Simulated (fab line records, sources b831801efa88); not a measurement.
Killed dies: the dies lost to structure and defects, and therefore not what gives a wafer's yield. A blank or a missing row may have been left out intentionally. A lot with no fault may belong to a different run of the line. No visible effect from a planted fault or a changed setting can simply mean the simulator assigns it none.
Which tool did it? :: flow gf180mcu :: Sampling: 13 lots, 38 wafers, 4 of 602 route steps

== WHAT EACH GAUGE READ, for each wafer ==
GF_V5_BOW_MEAS_05. Usual: V5_BOW 134 um, standard deviation 8.7.
lot: L841
measured: day 26 10:26
on: filmMetro-03
V5_BOW (um): 130 140 135
flag: 

lot: L843
measured: day 27 01:56
on: filmMetro-04
V5_BOW (um): 128 141 138
flag: 

lot: L844
measured: day 27 13:10
on: filmMetro-02
V5_BOW (um): 136 138 151
flag: 

lot: L845
measured: day 27 19:14
on: filmMetro-03
V5_BOW (um): 141 142 139
flag: 

lot: L846
measured: day 28 03:11
on: filmMetro-03
V5_BOW (um): 107 121 122
flag: 

lot: L847
measured: day 28 12:07
on: filmMetro-02
V5_BOW (um): 132 126 130
flag: 

lot: L848
measured: day 28 19:32
on: filmMetro-02
V5_BOW (um): 142 137 138
flag: 

lot: L849
measured: day 29 02:49
on: filmMetro-03
V5_BOW (um): 147 133 136
flag: 

lot: L854
measured: day 30 13:32
on: filmMetro-04
V5_BOW (um): 129 131
flag: 

lot: L856
measured: day 31 02:47
on: filmMetro-04
V5_BOW (um): 123 127 131
flag: 

lot: L857
measured: day 31 07:15
on: filmMetro-04
V5_BOW (um): 146 128 133
flag: 

lot: L858
measured: day 31 11:20
on: filmMetro-04
V5_BOW (um): 131 139 116
flag: 

lot: L862
measured: day 32 10:35
on: filmMetro-03
V5_BOW (um): 146 140 122
flag: 

GF_PASSIVATION_BOW_MEAS_14. Usual: PASSIVATION_BOW 136 um, standard deviation 11.
lot: L841
measured: day 29 02:50
on: filmMetro-01
PASSIVATION_BOW (um): 128 138 132
flag: 

lot: L843
measured: day 29 16:57
on: filmMetro-04
PASSIVATION_BOW (um): 129 143 143
flag: 

lot: L844
measured: day 30 03:17
on: filmMetro-04
PASSIVATION_BOW (um): 146 148 160
flag: 

lot: L845
measured: day 30 08:53
on: filmMetro-03
PASSIVATION_BOW (um): 139 140 140
flag: 

lot: L846
measured: day 30 17:02
on: filmMetro-04
PASSIVATION_BOW (um): 103 118 117
flag: 

lot: L847
measured: day 31 00:12
on: filmMetro-04
PASSIVATION_BOW (um): 135 130 134
flag: 

lot: L848
measured: day 31 08:02
on: filmMetro-04
PASSIVATION_BOW (um): 143 138 139
flag: 

lot: L849
measured: day 31 13:50
on: filmMetro-01
PASSIVATION_BOW (um): 145 130 133
flag: 

lot: L854
measured: day 32 21:31
on: filmMetro-01
PASSIVATION_BOW (um): 126 127
flag: 

lot: L856
measured: day 33 10:02
on: filmMetro-01
PASSIVATION_BOW (um): 120 122 126
flag: 

lot: L857
measured: day 33 14:32
on: filmMetro-01
PASSIVATION_BOW (um): 153 134 139
flag: 

lot: L858
measured: day 33 17:39
on: filmMetro-01
PASSIVATION_BOW (um): 136 144 120
flag: 

lot: L862
measured: day 34 13:15
on: filmMetro-01
PASSIVATION_BOW (um): 156 151 134
flag: 

== TOOL THAT RAN EACH LOT (tool first, then ch and the chambers of the sampled wafers, then the start) ==
lot: L841
GF_V1_CVD_02: pecvd-02 ch 0,1, day 17 04:40
GF_TOP_METAL_SPUTTER_03: pvdSputter-02, day 27 08:54

lot: L843
GF_V1_CVD_02: pecvd-02 ch 0,2, day 17 22:01
GF_TOP_METAL_SPUTTER_03: pvdSputter-01, day 27 23:45

lot: L844
GF_V1_CVD_02: pecvd-03 ch 0,1,2, day 18 11:14
GF_TOP_METAL_SPUTTER_03: pvdSputter-04, day 28 10:31

lot: L845
GF_V1_CVD_02: pecvd-04 ch 0,1,2, day 18 18:05
GF_TOP_METAL_SPUTTER_03: pvdSputter-01, day 28 15:51

lot: L846
GF_V1_CVD_02: pecvd-02 ch 0,1,2, day 19 04:04
GF_TOP_METAL_SPUTTER_03: pvdSputter-04, day 29 00:19

lot: L847
GF_V1_CVD_02: pecvd-04 ch 0,2, day 19 15:11
GF_TOP_METAL_SPUTTER_03: pvdSputter-02, day 29 09:00

lot: L848
GF_V1_CVD_02: pecvd-02 ch 1,2, day 20 01:52
GF_TOP_METAL_SPUTTER_03: pvdSputter-02, day 29 16:26

lot: L849
GF_V1_CVD_02: pecvd-02 ch 1,2, day 20 11:10
GF_TOP_METAL_SPUTTER_03: pvdSputter-01, day 29 23:11

lot: L854
GF_V1_CVD_02: pecvd-03 ch 0,1, day 22 05:37
GF_TOP_METAL_SPUTTER_03: pvdSputter-02, day 31 08:55

lot: L856
GF_V1_CVD_02: pecvd-03 ch 1,2, day 22 21:31
GF_TOP_METAL_SPUTTER_03: pvdSputter-01, day 31 22:26

lot: L857
GF_V1_CVD_02: pecvd-04 ch 0,2, day 23 02:40
GF_TOP_METAL_SPUTTER_03: pvdSputter-02, day 32 03:00

lot: L858
GF_V1_CVD_02: pecvd-02 ch 0,1,2, day 23 09:31
GF_TOP_METAL_SPUTTER_03: pvdSputter-04, day 32 05:50

lot: L862
GF_V1_CVD_02: pecvd-04 ch 0,1, day 24 16:13
GF_TOP_METAL_SPUTTER_03: pvdSputter-02, day 33 03:32
- GF_V1_CVD_02: deposits SiO2 from TEOS, target thk 850 nm, time 94.851 s.
- GF_TOP_METAL_SPUTTER_03: material Ti, target thk 5 nm, time 3.3 s.

== AS READ BY THE TOOLS THEMSELVES (means over the sampled wafers that have a number; for cases with no such wafer, the mark the record gives instead) ==
GF_V1_CVD_02. Usual: heaterPowerOuterW 360 W, standard deviation 58; heaterPowerW 626 W, standard deviation 80; susceptorTempC 399.99 C, standard deviation 0.21.
lot: L841
tool: pecvd-02
heaterPowerOuterW (W): 423
heaterPowerW (W): 710
susceptorTempC (C): 400.06
flag: 

lot: L843
tool: pecvd-02
heaterPowerOuterW (W): 354
heaterPowerW (W): 601
susceptorTempC (C): 400.14
flag: 

lot: L844
tool: pecvd-03
heaterPowerOuterW (W): 332
heaterPowerW (W): 586
susceptorTempC (C): 400.05
flag: 

lot: L845
tool: pecvd-04
heaterPowerOuterW (W): 354
heaterPowerW (W): 648
susceptorTempC (C): 400.08
flag: 

lot: L846
tool: pecvd-02
heaterPowerOuterW (W): 395
heaterPowerW (W): 664
susceptorTempC (C): 399.93
flag: 

lot: L847
tool: pecvd-04
heaterPowerOuterW (W): 402
heaterPowerW (W): 694
susceptorTempC (C): 399.88
flag: 

lot: L848
tool: pecvd-02
heaterPowerOuterW (W): 367
heaterPowerW (W): 635
susceptorTempC (C): 399.90
flag: 

lot: L849
tool: pecvd-02
heaterPowerOuterW (W): 343
heaterPowerW (W): 616
susceptorTempC (C): 400.14
flag: 

lot: L854
tool: pecvd-03
heaterPowerOuterW (W): 380
heaterPowerW (W): 615
susceptorTempC (C): 399.75
flag: 

lot: L856
tool: pecvd-03
heaterPowerOuterW (W): 368
heaterPowerW (W): 635
susceptorTempC (C): 400.06
flag: 

lot: L857
tool: pecvd-04
heaterPowerOuterW (W): 357
heaterPowerW (W): 642
susceptorTempC (C): 399.83
flag: 

lot: L858
tool: pecvd-02
heaterPowerOuterW (W): 367
heaterPowerW (W): 632
susceptorTempC (C): 400.15
flag: 

lot: L862
tool: pecvd-04
heaterPowerOuterW (W): 348
heaterPowerW (W): 654
susceptorTempC (C): 400.12
flag: 

GF_TOP_METAL_SPUTTER_03. Usual: cathodeDcPowerW 3000.0 W, standard deviation 0.59; throttleValvePct 30.1 %, standard deviation 1.1.
lot: L841
tool: pvdSputter-02
cathodeDcPowerW (W): 2999.8
throttleValvePct (%): 30.9
flag: 

lot: L843
tool: pvdSputter-01
cathodeDcPowerW (W): 2999.5
throttleValvePct (%): 31.1
flag: 

lot: L844
tool: pvdSputter-04
cathodeDcPowerW (W): 2999.4
throttleValvePct (%): 29.6
flag: 

lot: L845
tool: pvdSputter-01
cathodeDcPowerW (W): 3000.2
throttleValvePct (%): 30.4
flag: 

lot: L846
tool: pvdSputter-04
cathodeDcPowerW (W): 3000.3
throttleValvePct (%): 29.9
flag: 

lot: L847
tool: pvdSputter-02
cathodeDcPowerW (W): 3000.0
throttleValvePct (%): 30.4
flag: 

lot: L848
tool: pvdSputter-02
cathodeDcPowerW (W): 2999.6
throttleValvePct (%): 30.9
flag: 

lot: L849
tool: pvdSputter-01
cathodeDcPowerW (W): 3000.9
throttleValvePct (%): 30.4
flag: 

lot: L854
tool: pvdSputter-02
cathodeDcPowerW (W): 3000.3
throttleValvePct (%): 29.3
flag: 

lot: L856
tool: pvdSputter-01
cathodeDcPowerW (W): 3000.1
throttleValvePct (%): 30.4
flag: 

lot: L857
tool: pvdSputter-02
cathodeDcPowerW (W): 3000.2
throttleValvePct (%): 29.9
flag: 

lot: L858
tool: pvdSputter-04
cathodeDcPowerW (W): 2999.9
throttleValvePct (%): 28.2
flag: 

lot: L862
tool: pvdSputter-02
cathodeDcPowerW (W): 2999.8
throttleValvePct (%): 30.5
flag: 

== THE ANSWER, worked out from the rows above alone ==
Rule: a lot counts as off when the mean over its wafers that have a number is more than 3 standard deviations away from the usual mean. A lot without any number at a reading at which 4 lots or more have one is off too. All remaining lots with rows at the step are treated as sound. Order of review: gauges by route order, followed by the tools' own readings, for which a lot's mean as printed above is used. At the first step where some lot is off, the reading lying furthest off is the one used; lots without a number count as furthest.
No lot is off on any of the readings shown, so nothing can be concluded from this.

== WHAT THE SIMULATOR HAD INSERTED ==
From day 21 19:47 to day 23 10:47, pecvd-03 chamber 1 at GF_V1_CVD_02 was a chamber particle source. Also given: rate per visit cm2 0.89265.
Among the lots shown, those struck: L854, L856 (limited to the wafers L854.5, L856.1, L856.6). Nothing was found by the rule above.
